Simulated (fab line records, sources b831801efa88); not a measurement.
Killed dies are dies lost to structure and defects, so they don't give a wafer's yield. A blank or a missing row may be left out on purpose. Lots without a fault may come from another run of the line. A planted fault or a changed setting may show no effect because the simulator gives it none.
Which tool did it? | flow sky130 | 6 lots, 18 wafers sampled, at 3 steps of a route of 708

WHAT THE GAUGES READ, wafer by wafer
SKY_VIA3_THK_MEAS_01.
lot  | measured     | on            | VIA3_HDPCVD_THK (nm)
L160 | day 38 19:01 | film_metro-02 | 1693 1653 1657
L165 | day 40 12:00 | film_metro-04 | 1656 1639 1619
L171 | day 42 03:16 | film_metro-04 | 1659 1618 1626
L178 | day 45 09:07 | film_metro-02 | 1631 1644 1679
L179 | day 45 11:16 | film_metro-03 | 1644 1681 1684
L180 | day 45 16:56 | film_metro-03 | 1678 1642 1677

WHICH TOOL RAN EACH LOT (tool, then ch and the chambers of the sampled wafers, then the start)
lot  | SKY_METAL3_SPUTTER_01        | SKY_METAL3_SPUTTER_02
L160 | pvd_sputter-02, day 36 12:51 | pvd_sputter-02, day 36 12:53
L165 | pvd_sputter-02, day 38 07:46 | pvd_sputter-02, day 38 07:48
L171 | pvd_sputter-02, day 40 01:07 | pvd_sputter-02, day 40 01:08
L178 | pvd_sputter-01, day 43 11:31 | pvd_sputter-01, day 43 11:32
L179 | pvd_sputter-03, day 43 13:29 | pvd_sputter-03, day 43 13:30
L180 | pvd_sputter-02, day 43 19:17 | pvd_sputter-02, day 43 19:19
- SKY_METAL3_SPUTTER_01: material TiN, target thk 20 nm, time 16.7 s.
- SKY_METAL3_SPUTTER_02: material AlCu, target thk 735 nm, time 39.1 s.

THE ANSWER, worked out from the rows above alone
Rule: what is usual is taken from the lots themselves. Put in order of their means at a reading, lots are off if they are a third of the lots or fewer, leave a main group of 4 or more, and stand apart from it by a gap of 3 or more times the standard deviation of the main group's means; of several such gaps the widest counts. A main group whose means are all the same, to the digits that the tables above print for the reading, isn't used. A lot without any number at a reading at which 4 lots or more have one is off too. The other lots that the step has rows for count as sound.
No lot is off at any reading shown: from this, nothing can be told.

WHAT THE SIMULATOR HAD PUT IN
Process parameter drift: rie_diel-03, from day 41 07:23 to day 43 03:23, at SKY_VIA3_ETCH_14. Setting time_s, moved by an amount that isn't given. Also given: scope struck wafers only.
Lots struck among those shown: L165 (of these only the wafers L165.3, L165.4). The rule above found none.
